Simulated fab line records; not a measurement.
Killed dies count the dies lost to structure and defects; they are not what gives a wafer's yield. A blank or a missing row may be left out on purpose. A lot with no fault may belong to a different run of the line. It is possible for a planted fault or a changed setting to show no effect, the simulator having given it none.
fab line records    flow sky130
record: lots: 7  wafers: 21  last_day: 51
route steps=708 shown RES_XHIGH@332 SD_N@342 PAD_OPEN@708
lots that met no fault: from a run of the same line without faults
start_h: hours from the record's opening day to when the first of the lot's shown wafers began    wait_h: hours since the lot's step before    " the same as in the row above    L1.1+2: a single row standing in for several wafers    - either no value or no given start    * or withheld: withheld    < > ~ a bound
route shown NAME@n: names a module that has steps shown in the file, with the first one's number in the route    usual: the fault-free wafers' mean and standard deviation    same: alike in all rows    chamber/n: place in a boat    sites: readings site by site    _std_site: the standard deviation of these    _edge_site: outer sites' mean less inner sites'    radius_mm: for every site, how far away it sits from the centre of the wafer    mask NAME#n: copy n    behind: the most recent tool/chamber to have shaped the wafer    hold: reason for holding the lot/hours on hold/outcome of the hold    device: whichever transistor did not switch (one of n, p or np)    end of line: at the end of the route, the tests of the same wafers    a step given without rows: its recipe and nothing more    killed: dies lost to structure and defects at the first sort, not the wafer's yield    map: a wafer's dies, marking killed ones x, the rest . and places with no die _
set.NAME: setting as actually run; set.NAME@STEP: the setting as run at that earlier step    model.NAME: the simulator's own value behind a step, which no gauge read
lots at selected steps of the route; one table per step, one row per wafer
services: when a tool's chamber went out of use (start_h, in hours from the record's first day, below 0 if earlier), for how many hours, and the reason
== steps ==
step: SKY_RES_XHIGH_DEHYDRATE_00
recipe: temp_c: 200  time_s: 60
step: SKY_RES_XHIGH_HMDS_01
recipe: prime_time_s: 60  prime_temp_c: 120
step: SKY_RES_XHIGH_COAT_02
recipe: resist: NOVOLAK  spin_rpm: 3000  resist_thk_nm: 1140
step: SKY_RES_XHIGH_SOFTBAKE_03
recipe: temp_c: 90  time_s: 60  resist: NOVOLAK
step: SKY_RES_XHIGH_EXPOSE_04
recipe: mask_id: URPM  na: 0.6  source_shape: conventional  sigma_outer: 0.6  polarization: unpolarized  target_cd_nm: 1270  dose_mj: 140
step: SKY_RES_XHIGH_PEB_05
recipe: temp_c: withheld  time_s: *  resist: NOVOLAK
step: SKY_RES_XHIGH_DEVELOP_06
recipe: resist: NOVOLAK  developer: TMAH  develop_time_s: 60  dev_temp_c: 23
step: SKY_RES_XHIGH_IMPLANT_07
recipe: species: BF2  energy_kev: 20  dose_cm2: 3.6e+14  tilt_deg: 0
step: SKY_RES_XHIGH_STRIP_08
recipe: chemistry: O2/N2  power_w: 1400  pressure_mtorr: 1500  platen_temp_c: withheld  o2_flow_sccm: 3000  n2_flow_sccm: 300  overash_fraction: 0.5
usual: drypump_motor_current_A: 5.5/0.31  oes_product_au: 0.711/0.0047  strip_time_to_endpoint_s: 14.28/0.032
lot.wafer  tool             chamber  start_h  wait_h  drypump_motor_current_A  oes_product_au  rf_hours_counter_h  strip_time_to_endpoint_s
L825.1     plasma_asher-03  0        648.93   0.1     5.9                      0.714           80                  14.29
L825.2     "                1        "        "       5.5                      0.716           80                  14.31
L825.3     "                1        "        "       5.5                      0.705           -                   14.30
L827.2     plasma_asher-03  1        649.33   0.1     5.5                      0.703           81                  14.29
L827.3     "                0        "        "       5.9                      0.707           -                   14.35
L827.5     "                0        "        "       5.9                      0.716           -                   14.28
L828.2     plasma_asher-03  1        655.48   0.1     5.5                      0.710           81                  14.34
L828.4     "                1        "        "       5.5                      0.718           -                   14.29
L828.5     "                1        "        "       5.5                      0.703           -                   14.34
L834.1     plasma_asher-03  1        812.13   0.1     5.5                      0.710           98                  14.26
L834.3     "                1        "        "       5.5                      0.709           -                   14.27
L834.4     "                0        "        "       5.9                      0.715           -                   14.26
L836.2     plasma_asher-02  1        812.39   0.1     5.3                      0.710           39                  14.27
L836.3     "                1        "        "       5.3                      0.720           -                   14.28
L836.6     "                0        "        "       5.6                      0.707           -                   14.26
L838.1     plasma_asher-02  0        814.93   0.1     5.6                      0.717           40                  14.26
L838.2     "                1        "        "       5.3                      0.714           40                  14.28
L838.3     "                0        "        "       5.6                      0.708           -                   14.27
L839.1     plasma_asher-03  1        820.78   0.1     5.5                      0.714           100                 14.30
L839.2     "                0        "        "       5.9                      0.708           100                 14.27
L839.6     "                0        "        "       5.9                      0.709           -                   14.32
step: SKY_RES_XHIGH_TW_MEAS_09
usual: RES_XHIGH_TW: 1641/16
lot.wafer  tool           chamber  start_h  wait_h  RES_XHIGH_TW
L825.1     film_metro-03  -        649.03   0.1     1627
L825.2     "              -        "        "       1623
L825.3     "              -        "        "       1621
L827.2     film_metro-02  -        649.44   0.1     1646
L827.3     "              -        "        "       1639
L827.5     "              -        "        "       1653
L828.2     film_metro-04  -        655.59   0.1     1659
L828.4     "              -        "        "       1656
L828.5     "              -        "        "       1661
L834.1     film_metro-02  -        812.23   0.1     1635
L834.3     "              -        "        "       1638
L834.4     "              -        "        "       1642
L836.2     film_metro-04  -        812.50   0.1     1659
L836.3     "              -        "        "       1661
L836.6     "              -        "        "       1659
L838.1     film_metro-03  -        815.03   0.1     1613
L838.2     "              -        "        "       1604
L838.3     "              -        "        "       1615
L839.1     film_metro-02  -        820.88   0.1     1651
L839.2     "              -        "        "       1634
L839.6     "              -        "        "       1642
step: SKY_SD_N_DEHYDRATE_00
recipe: temp_c: 200  time_s: 60
step: SKY_SD_N_HMDS_01
recipe: prime_time_s: 60  prime_temp_c: 120
step: SKY_SD_N_COAT_02
recipe: resist: NOVOLAK  spin_rpm: 3000  resist_thk_nm: 1140
usual: chill_plate_temp_C: 23.00/0.11  dispense_pressure_kPa: 46.8/1.8
lot.wafer  tool            chamber  start_h  wait_h  chill_plate_temp_C  dispense_pressure_kPa
L825.1     litho_track-01  -        661.73   0.1     -                   -
L825.2     "               -        "        "       -                   -
L825.3     "               -        "        "       -                   -
L827.2     litho_track-02  -        662.66   0.1     -                   -
L827.3     "               -        "        "       -                   -
L827.5     "               -        "        "       -                   -
L828.2     litho_track-01  -        670.26   0.1     -                   -
L828.4     "               -        "        "       -                   -
L828.5     "               -        "        "       -                   -
L834.1     litho_track-02  0        823.93   0.1     22.95               45.4
L834.3     "               0        "        "       22.89               45.4
L834.4     "               0        "        "       22.96               45.4
L836.2     litho_track-03  0        824.06   0.1     22.94               45.9
L836.3     "               0        "        "       22.94               45.9
L836.6     "               0        "        "       23.12               45.9
L838.1     litho_track-02  0        826.68   0.1     22.92               45.4
L838.2     "               0        "        "       23.02               45.4
L838.3     "               0        "        "       23.03               45.4
L839.1     litho_track-02  0        833.08   0.1     22.97               45.4
L839.2     "               0        "        "       22.90               45.4
L839.6     "               0        "        "       23.15               45.4
step: SKY_SD_N_SOFTBAKE_03
recipe: temp_c: 90  time_s: 60  resist: NOVOLAK
step: SKY_SD_N_EXPOSE_04
recipe: mask_id: NSDM  na: 0.6  source_shape: conventional  sigma_outer: 0.6  polarization: unpolarized  target_cd_nm: 380  dose_mj: 141
step: SKY_SD_N_PEB_05
recipe: temp_c: withheld  time_s: *  resist: NOVOLAK
step: SKY_SD_N_DEVELOP_06
recipe: resist: NOVOLAK  developer: TMAH  develop_time_s: 60  dev_temp_c: 23
step: SKY_SD_N_CD_MEAS_07
recipe: target_cd_nm: 380
usual: cd_nm: 380.3/2.7
lot.wafer  tool       chamber  start_h  wait_h  cd_nm
L825.1     cd_sem-01  -        676.63   0.1     -
L825.2     "          -        "        "       -
L825.3     "          -        "        "       -
L827.2     cd_sem-01  -        677.25   0.1     -
L827.3     "          -        "        "       -
L827.5     "          -        "        "       -
L828.2     cd_sem-01  -        683.15   0.1     -
L828.4     "          -        "        "       -
L828.5     "          -        "        "       -
L834.1     cd_sem-01  -        836.88   0.1     378.4
L834.3     "          -        "        "       377.4
L834.4     "          -        "        "       379.8
L836.2     cd_sem-01  -        837.20   0.1     385.1
L836.3     "          -        "        "       385.4
L836.6     "          -        "        "       386.7
L838.1     cd_sem-02  -        840.49   0.1     379.9
L838.2     "          -        "        "       381.0
L838.3     "          -        "        "       379.6
L839.1     cd_sem-02  -        846.13   0.1     378.5
L839.2     "          -        "        "       379.3
L839.6     "          -        "        "       380.2
step: SKY_SD_N_OVL_MEAS_08
usual: SD_N_OVL: 0.0/1.5
lot.wafer  tool        chamber  start_h  wait_h  SD_N_OVL[nm]
L825.1     overlay-02  -        676.75   0.1     -
L825.2     "           -        "        "       -
L825.3     "           -        "        "       -
L827.2     overlay-02  -        677.36   0.1     -
L827.3     "           -        "        "       -
L827.5     "           -        "        "       -
L828.2     overlay-02  -        683.26   0.1     -
L828.4     "           -        "        "       -
L828.5     "           -        "        "       -
L834.1     overlay-02  -        837.00   0.1     2.0
L834.3     "           -        "        "       0.7
L834.4     "           -        "        "       1.3
L836.2     overlay-01  -        837.31   0.1     0.3
L836.3     "           -        "        "       -0.6
L836.6     "           -        "        "       -2.2
L838.1     overlay-01  -        840.61   0.1     0.3
L838.2     "           -        "        "       1.0
L838.3     "           -        "        "       0.5
L839.1     overlay-02  -        846.25   0.1     -1.4
L839.2     "           -        "        "       -0.2
L839.6     "           -        "        "       -1.2
step: SKY_PAD_OPEN_PROBE_99
usual: killed_at_M0_to_M3: 42/7.3  killed_at_M4_up: 3.4/2  killed_at_contacts: 24/5.6  killed_at_front_end: 16/4.5  killed_dies: 86/9.8  killed_on_rim: 17/3.8  killed_open: 46/7  killed_short: 40/6.7
same: gross_dies: 492  killed_at_back_side: 0  killed_at_other: 0
lot.wafer  tool       chamber  start_h  wait_h  killed_at_M0_to_M3  killed_at_M4_up  killed_at_contacts  killed_at_front_end  killed_dies  killed_on_rim  killed_open  killed_short
L825.1     prober-01  -        1102.95  0.1     40                  5                24                  423                  492          96             52           31
L825.2     prober-01  -        1103.00  0.1     33                  2                15                  442                  492          96             34           30
L825.3     prober-01  -        1103.05  0.2     49                  4                25                  414                  492          96             61           33
L828.2     prober-01  -        1104.50  0.1     47                  3                22                  420                  492          96             46           40
L828.4     prober-01  -        1104.60  0.2     41                  3                27                  421                  492          96             48           46
L828.5     prober-01  -        1104.65  0.2     61                  5                17                  409                  492          96             55           45
L827.2     prober-02  -        1105.42  0.1     34                  1                22                  435                  492          96             44           35
L827.3     prober-02  -        1105.47  0.2     52                  2                24                  414                  492          96             53           46
L827.5     prober-02  -        1105.57  0.2     45                  5                29                  413                  492          96             55           38
L836.2     prober-01  -        1210.91  0.1     42                  4                21                  16                   83           16             48           34
L836.3     prober-01  -        1210.96  0.2     39                  2                23                  15                   79           21             45           34
L836.6     prober-01  -        1211.11  0.2     36                  3                15                  19                   73           11             41           32
L834.1     prober-02  -        1211.51  0.1     46                  1                27                  25                   99           16             60           39
L834.3     prober-02  -        1211.61  0.2     51                  2                34                  11                   98           18             53           45
L834.4     prober-02  -        1211.66  0.2     55                  5                32                  21                   113          26             73           40
L838.1     prober-01  -        1213.86  0.1     43                  4                21                  9                    77           17             46           31
L838.2     prober-01  -        1213.91  0.1     34                  2                30                  15                   81           18             50           31
L838.3     prober-01  -        1213.96  0.2     46                  4                29                  18                   97           20             49           48
L839.1     prober-02  -        1221.93  0.1     37                  4                15                  12                   68           11             38           30
L839.2     prober-02  -        1221.98  0.1     41                  4                23                  15                   83           20             45           37
L839.6     prober-02  -        1222.18  0.2     42                  7                20                  20                   89           22             47           42
killed by level:class
L825.1 SD_N:area_expose=409 VIA3:geometric_particle:open=9 LI_CONTACT:geometric_particle:open=8 CONTACT:geometric_particle:open=8 VIA1:geometric_particle:open=8 VIA2:geometric_particle:open=8 POLY_GATE:geometric_particle:open=5 CONTACT:geometric_particle:short=5
L825.2 SD_N:area_expose=428 VIA1:geometric_particle:open=7 METAL2:geometric_particle:short=6 CONTACT:geometric_particle:open=5 METAL1:geometric_particle:short=5 POLY_GATE:geometric_particle:open=4 LI_CONTACT:geometric_particle:short=4 FIELD_ISO:geometric_particle:open=3
L825.3 SD_N:area_expose=398 VIA1:geometric_particle:open=14 VIA2:geometric_particle:open=12 LI_CONTACT:geometric_particle:open=10 CONTACT:geometric_particle:open=8 FIELD_ISO:geometric_particle:short=6 FIELD_ISO:geometric_particle:open=5 VIA3:geometric_particle:open=5
L828.2 SD_N:area_expose=406 VIA1:geometric_particle:open=18 LOCAL_INTERCONNECT:geometric_particle:short=7 CONTACT:geometric_particle:open=7 POLY_GATE:geometric_particle:open=6 VIA1:geometric_particle:short=6 VIA3:geometric_particle:short=6 METAL1:geometric_particle:short=5
L828.4 SD_N:area_expose=398 CONTACT:geometric_particle:open=10 VIA3:geometric_particle:open=10 FIELD_ISO:geometric_particle:open=6 POLY_GATE:geometric_particle:short=6 METAL2:geometric_particle:short=6 VIA2:geometric_particle:open=6 VIA2:geometric_particle:short=5
L828.5 SD_N:area_expose=392 VIA3:geometric_particle:open=17 VIA1:geometric_particle:open=11 CONTACT:geometric_particle:open=6 METAL1:geometric_particle:short=6 VIA1:geometric_particle:short=6 POLY_GATE:geometric_particle:short=5 VIA2:geometric_particle:short=5
L827.2 SD_N:area_expose=412 CONTACT:geometric_particle:open=11 VIA1:geometric_particle:open=9 FIELD_ISO:geometric_particle:open=8 POLY_GATE:geometric_particle:short=5 VIA2:geometric_particle:open=5 LI_CONTACT:geometric_particle:short=4 CONTACT:geometric_particle:short=4
L827.3 SD_N:area_expose=393 VIA1:geometric_particle:open=10 CONTACT:geometric_particle:open=9 LI_CONTACT:geometric_particle:open=8 METAL1:geometric_particle:short=8 VIA1:geometric_particle:short=6 FIELD_ISO:geometric_particle:short=5 POLY_GATE:geometric_particle:open=5
L827.5 SD_N:area_expose=399 VIA1:geometric_particle:open=19 CONTACT:geometric_particle:open=13 CONTACT:geometric_particle:short=6 VIA1:geometric_particle:short=5 FIELD_ISO:geometric_particle:open=4 FIELD_ISO:geometric_particle:short=4 LI_CONTACT:geometric_particle:short=4
L836.2 VIA2:geometric_particle:open=14 CONTACT:geometric_particle:open=9 METAL2:geometric_particle:short=8 VIA1:geometric_particle:open=7 POLY_GATE:geometric_particle:open=6 LI_CONTACT:geometric_particle:open=4 CONTACT:geometric_particle:short=4 METAL1:geometric_particle:short=4
L836.3 VIA1:geometric_particle:open=9 FIELD_ISO:geometric_particle:short=7 LI_CONTACT:geometric_particle:open=7 CONTACT:geometric_particle:open=7 VIA3:geometric_particle:open=7 VIA2:geometric_particle:open=6 LOCAL_INTERCONNECT:geometric_particle:short=5 POLY_GATE:geometric_particle:open=4
L836.6 VIA2:geometric_particle:open=10 METAL2:geometric_particle:short=7 CONTACT:geometric_particle:open=7 FIELD_ISO:geometric_particle:open=6 POLY_GATE:geometric_particle:open=4 VIA1:geometric_particle:open=4 VIA1:geometric_particle:short=4 FIELD_ISO:geometric_particle:short=3
L834.1 VIA1:geometric_particle:open=14 CONTACT:geometric_particle:open=13 POLY_GATE:geometric_particle:open=10 FIELD_ISO:geometric_particle:short=7 LI_CONTACT:geometric_particle:open=7 VIA2:geometric_particle:open=7 VIA1:geometric_particle:short=5 POLY_GATE:geometric_particle:short=4
L834.3 VIA2:geometric_particle:open=14 CONTACT:geometric_particle:open=13 CONTACT:geometric_particle:short=11 VIA1:geometric_particle:open=10 LI_CONTACT:geometric_particle:open=6 VIA1:geometric_particle:short=5 METAL2:geometric_particle:short=5 VIA3:geometric_particle:short=4
L834.4 CONTACT:geometric_particle:open=16 VIA1:geometric_particle:open=16 FIELD_ISO:geometric_particle:open=9 VIA2:geometric_particle:open=9 LI_CONTACT:geometric_particle:open=8 METAL1:geometric_particle:short=6 POLY_GATE:geometric_particle:open=5 CONTACT:geometric_particle:short=5
L838.1 VIA2:geometric_particle:open=11 VIA1:geometric_particle:open=10 CONTACT:geometric_particle:open=9 FIELD_ISO:geometric_particle:short=4 VIA3:geometric_particle:open=4 METAL1:geometric_particle:short=4 LI_CONTACT:geometric_particle:short=3 LI_CONTACT:geometric_particle:open=3
L838.2 CONTACT:geometric_particle:open=12 POLY_GATE:geometric_particle:open=7 LI_CONTACT:geometric_particle:open=7 METAL2:geometric_particle:short=7 VIA2:geometric_particle:open=7 CONTACT:geometric_particle:short=5 VIA1:geometric_particle:open=5 METAL1:geometric_particle:short=4
L838.3 LI_CONTACT:geometric_particle:open=10 METAL2:geometric_particle:short=9 CONTACT:geometric_particle:open=9 VIA1:geometric_particle:open=7 POLY_GATE:geometric_particle:short=6 METAL1:geometric_particle:short=6 LOCAL_INTERCONNECT:geometric_particle:short=5 VIA3:geometric_particle:open=5
L839.1 VIA3:geometric_particle:open=10 VIA1:geometric_particle:open=7 VIA2:geometric_particle:open=6 FIELD_ISO:geometric_particle:open=5 CONTACT:geometric_particle:open=5 METAL2:geometric_particle:short=5 POLY_GATE:geometric_particle:short=4 LI_CONTACT:geometric_particle:open=4
L839.2 CONTACT:geometric_particle:open=11 METAL2:geometric_particle:short=9 VIA1:geometric_particle:open=8 FIELD_ISO:geometric_particle:short=7 VIA2:geometric_particle:open=7 VIA3:geometric_particle:open=7 LOCAL_INTERCONNECT:geometric_particle:short=5 CONTACT:geometric_particle:short=4
L839.6 FIELD_ISO:geometric_particle:open=8 CONTACT:geometric_particle:open=8 VIA1:geometric_particle:open=8 CONTACT:geometric_particle:short=6 METAL1:geometric_particle:short=6 POLY_GATE:geometric_particle:open=5 VIA1:geometric_particle:short=5 VIA2:geometric_particle:short=5
map L825.1 (x killed, . not)
__________xxxxxxxxxx_________
________xxxxxxxxxxxxxx_______
______xxxxxxxxxxxxxxxxxx_____
_____xxxxxxxxxxxxxxxxxxxx____
____xxxxxxxxxxxxxxxxxxxxxx___
___xxxxxxxxxxxxxxxxxxxxxxxx__
__xxxxxxxxxxxxxxxxxxxxxxxxxx_
_xxxxxxxxxxxxxxxxxxxxxxxxxxxx
_xxxxxxxxxxxxxxxxxxxxxxxxxxxx
_xxxxxxxxxxxxxxxxxxxxxxxxxxxx
_xxxxxxxxxxxxxxxxxxxxxxxxxxxx
_xxxxxxxxxxxxxxxxxxxxxxxxxxxx
_xxxxxxxxxxxxxxxxxxxxxxxxxxxx
_xxxxxxxxxxxxxxxxxxxxxxxxxxxx
_xxxxxxxxxxxxxxxxxxxxxxxxxxxx
__xxxxxxxxxxxxxxxxxxxxxxxxxx_
___xxxxxxxxxxxxxxxxxxxxxxxx__
____xxxxxxxxxxxxxxxxxxxxxx___
_____xxxxxxxxxxxxxxxxxxxx____
______xxxxxxxxxxxxxxxxxx_____
________xxxxxxxxxxxxxx_______
__________xxxxxxxxxx_________
map L827.2 (x killed, . not)
__________xxxxxxxxxx_________
________xxxxxxxxxxxxxx_______
______xxxxxxxxxxxxxxxxxx_____
_____xxxxxxxxxxxxxxxxxxxx____
____xxxxxxxxxxxxxxxxxxxxxx___
___xxxxxxxxxxxxxxxxxxxxxxxx__
__xxxxxxxxxxxxxxxxxxxxxxxxxx_
_xxxxxxxxxxxxxxxxxxxxxxxxxxxx
_xxxxxxxxxxxxxxxxxxxxxxxxxxxx
_xxxxxxxxxxxxxxxxxxxxxxxxxxxx
_xxxxxxxxxxxxxxxxxxxxxxxxxxxx
_xxxxxxxxxxxxxxxxxxxxxxxxxxxx
_xxxxxxxxxxxxxxxxxxxxxxxxxxxx
_xxxxxxxxxxxxxxxxxxxxxxxxxxxx
_xxxxxxxxxxxxxxxxxxxxxxxxxxxx
__xxxxxxxxxxxxxxxxxxxxxxxxxx_
___xxxxxxxxxxxxxxxxxxxxxxxx__
____xxxxxxxxxxxxxxxxxxxxxx___
_____xxxxxxxxxxxxxxxxxxxx____
______xxxxxxxxxxxxxxxxxx_____
________xxxxxxxxxxxxxx_______
__________xxxxxxxxxx_________
== services ==
tool             chamber  start_h  hours  kind
plasma_asher-03  -        662.48   0.8    repair
plasma_asher-02  -        745.76   2.8    pm
plasma_asher-02  -        748.51   4.3    pm
== key ==
first_sign: step: SKY_SD_N_COAT_02  reading: tool_record  direction: missing
effect: step: SKY_SD_N_CD_MEAS_07  reading: cd_nm  direction: missing
effect: step: SKY_SD_N_OVL_MEAS_08  reading: SD_N_OVL  direction: missing
effect: step: SKY_PAD_OPEN_PROBE_99  reading: killed_at_front_end  direction: up  sigmas: 90  usual: 16  struck: 421
more_kills_born_at: SKY_SD_N_EXPOSE_04@iline_stepper-02: 3635
met_at SKY_SD_N_COAT_02
struck_wafers L825.1,L825.2,L825.3,L827.2,L827.3,L827.5,L828.2,L828.4,L828.5
tester_left_out L825,L827,L828
fault: kind: skipped_step_whole  tool: litho_track-01,litho_track-02  chamber: -  onset_h: 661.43  steps: SKY_SD_N_COAT_02  scope: struck_lots_only
tester_left_out: of these lots the tester's yield and bins aren't shown, on N5 and GAA mostly nor the transistor test; their killed dies are dies lost to structure and defects alone, not to doping, threshold or leakage, so they don't give the yield
